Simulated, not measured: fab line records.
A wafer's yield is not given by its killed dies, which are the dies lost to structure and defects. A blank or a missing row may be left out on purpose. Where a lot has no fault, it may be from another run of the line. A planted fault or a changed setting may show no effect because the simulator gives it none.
The tool behind it: which one? -- flow gf180mcu -- 14 lots with 42 wafers sampled at 4 steps, on a route of 602 steps

## WHAT THE GAUGES READ, wafer by wafer
GF_MVSD_OVL_MEAS_07. Usual: MVSD_OVL 0.5 nm, standard deviation 1.6.
lot,measured,on,MVSD_OVL (nm),flag
L659,day 4 14:37,overlay-02,1.5 0.3 -1.1,
L660,day 4 18:53,overlay-02,-1.2 -1.2 -1.3,
L661,day 5 00:08,overlay-02,1.2 -0.4 0.6,
L662,day 5 06:47,overlay-02,-0.3 0.8 -0.5,
L663,day 5 11:47,overlay-02,-1.1 0.2 0.4,
L664,day 5 19:14,overlay-02,2.0 0.9 1.1,
L665,day 5 23:56,overlay-02,2.1 -0.7 -1.4,
L671,day 7 13:32,overlay-01,2.5 3.2 2.0,
L672,day 7 15:37,overlay-02,1.2 0.6 2.0,
L674,day 8 04:59,overlay-02,1.0 0.8 1.0,
L677,day 8 22:01,overlay-01,0.7 1.4 1.7,
L679,day 9 09:13,overlay-01,-0.3 -0.4 -0.2,
L681,day 9 21:41,overlay-01,-0.4 -0.1 -1.6,
L682,day 10 03:20,overlay-01,0.4 1.1 0.1,

GF_CONTACT_THK_MEAS_26: measures by xrf. Usual: CONTACT_W_THK 314 nm, standard deviation 3.9.
lot,measured,on,CONTACT_W_THK (nm),flag
L659,day 16 20:25,film_metro-01,312 320 317,
L660,day 17 03:31,film_metro-01,320 316 310,
L661,day 17 12:07,film_metro-02,310 313 306,
L662,day 17 19:05,film_metro-04,320 317 320,
L663,day 18 01:41,film_metro-04,312 312 311,
L664,day 18 11:41,film_metro-04,313 319 315,
L665,day 19 02:16,film_metro-02,310 312 309,
L671,day 21 05:08,film_metro-01,315 310 317,
L672,day 21 12:13,film_metro-01,317 317 312,
L674,day 22 04:41,film_metro-01,317 313 318,
L677,day 23 05:12,film_metro-02,314 312 312,
L679,day 24 02:37,film_metro-04,313 315 315,
L681,day 24 12:52,film_metro-02,314 310 309,
L682,day 24 17:13,film_metro-02,317 315 313,

## WHAT TOOL EACH LOT RAN ON (gives the tool, then ch and the chambers of the sampled wafers, and finally the start)
lot,GF_DUAL_GATE_SOFTBAKE_07,GF_CONTACT_ETCH_16
L659,"litho_track-01 ch 0, day 8 09:14","rie_diel-02 ch 0,1,3, day 16 19:38"
L660,"litho_track-01 ch 0, day 8 14:26","rie_diel-02 ch 0,3, day 17 02:44"
L661,"litho_track-02 ch 0, day 8 21:10","rie_diel-04 ch 1,2,3, day 17 11:20"
L662,"litho_track-01 ch 0, day 9 03:20","rie_diel-04 ch 0,1, day 17 18:17"
L663,"litho_track-03 ch 0, day 9 07:53","rie_diel-01 ch 0,3, day 18 00:53"
L664,"litho_track-01 ch 0, day 9 17:16","rie_diel-04 ch 1,2,3, day 18 10:53"
L665,"litho_track-02 ch 0, day 10 00:43","rie_diel-02 ch 0,1,3, day 19 01:28"
L671,"litho_track-02 ch 0, day 11 18:01","rie_diel-04 ch 2,3, day 21 04:11"
L672,"litho_track-02 ch 0, day 11 22:13","rie_diel-02 ch 0,1,3, day 21 11:26"
L674,"litho_track-01 ch 0, day 12 14:00","rie_diel-04 ch 2,3, day 22 03:52"
L677,"litho_track-01 ch 0, day 13 10:29","rie_diel-02 ch 1,2,3, day 23 04:19"
L679,"litho_track-03 ch 0, day 14 04:17","rie_diel-01 ch 0,3, day 24 01:49"
L681,"litho_track-03 ch 0, day 14 13:13","rie_diel-01 ch 0,1,3, day 24 12:04"
L682,"litho_track-01 ch 0, day 14 21:39","rie_diel-02 ch 1,3, day 24 16:25"
- GF_DUAL_GATE_SOFTBAKE_07: time 60 s.
- GF_CONTACT_ETCH_16: etches BARC in N2/H2.

## AS READ BY THE TOOLS THEMSELVES (means over the sampled wafers that have a number; for cases with no such wafer, the mark the record gives instead)
GF_DUAL_GATE_SOFTBAKE_07. Usual: heater_power_total_W 56.60 W, standard deviation 0.048; plate_temp_C 90.00 C, standard deviation 0.13.
lot,tool,heater_power_total_W (W),plate_temp_C (C),flag
L659,litho_track-01,56.60,90.15,
L660,litho_track-01,56.61,90.12,
L661,litho_track-02,56.61,89.89,
L662,litho_track-01,56.61,90.02,
L663,litho_track-03,56.59,89.97,
L664,litho_track-01,56.62,90.06,
L665,litho_track-02,56.58,89.91,
L671,litho_track-02,57.22,90.59,OFF
L672,litho_track-02,57.19,90.77,OFF
L674,litho_track-01,56.58,90.01,
L677,litho_track-01,56.62,89.89,
L679,litho_track-03,56.59,89.99,
L681,litho_track-03,56.60,89.90,
L682,litho_track-01,56.60,90.04,

GF_CONTACT_ETCH_16. Usual: drypump_motor_current_A 5.6 A, standard deviation 0.56; oes_product_au 0.855 a.u., standard deviation 0.0045; throttle_valve_pct 13.225 %, standard deviation 0.0089.
lot,tool,drypump_motor_current_A (A),oes_product_au (a.u.),throttle_valve_pct (%),flag
L659,rie_diel-02,5.7,0.857,13.224,
L660,rie_diel-02,5.9,0.859,13.227,
L661,rie_diel-04,5.4,0.855,13.225,
L662,rie_diel-04,5.0,0.854,13.218,
L663,rie_diel-01,6.3,0.856,13.221,
L664,rie_diel-04,5.4,0.850,13.214,
L665,rie_diel-02,5.7,0.854,13.229,
L671,rie_diel-04,5.8,0.857,13.227,
L672,rie_diel-02,5.7,0.854,13.228,
L674,rie_diel-04,5.8,0.854,13.226,
L677,rie_diel-02,5.3,0.855,13.227,
L679,rie_diel-01,6.2,0.861,13.222,
L681,rie_diel-01,6.3,0.853,13.225,
L682,rie_diel-02,5.8,0.855,13.231,

## THE ANSWER, worked out from the rows above alone
Rule: lot off if the mean of its wafers having a number is beyond 3 standard deviations from the usual mean. Also off: a lot with no number at a reading for which 4 or more lots have one. The other lots that the step has rows for count as sound. Order of review: gauges by route order, followed by the tools' own readings, for which a lot's mean as printed above is used. At the first step where some lot is off, the reading lying furthest off is the one used; lots without a number count as furthest.
Off, at GF_DUAL_GATE_SOFTBAKE_07 on heater_power_total_W: L671, L672.
A tool fits if, at that step or a process step before it, it ran every lot that is off, and no sound lot after the first of them. One fits: GF_DUAL_GATE_SOFTBAKE_07 on litho_track-02. A fault onset in the window from L665 (day 10 00:43, its last sound lot) to L671 (day 11 18:01, its first lot off) fits.
The tool's own readings at GF_DUAL_GATE_SOFTBAKE_07 bear it out: on the lots that are off they differ by more than 5 times the standard deviation of the sound lots' means. heater_power_total_W reads 57.20 W there against 56.60 W on the sound lots; plate_temp_C reads 90.68 C there against 90.00 C on the sound lots.

## WHAT HAD BEEN PUT IN BY THE SIMULATOR
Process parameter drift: litho_track-02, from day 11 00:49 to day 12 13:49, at GF_DUAL_GATE_SOFTBAKE_07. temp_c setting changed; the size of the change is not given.
Struck lots among those shown: L671, L672. The same result came from the rule above.
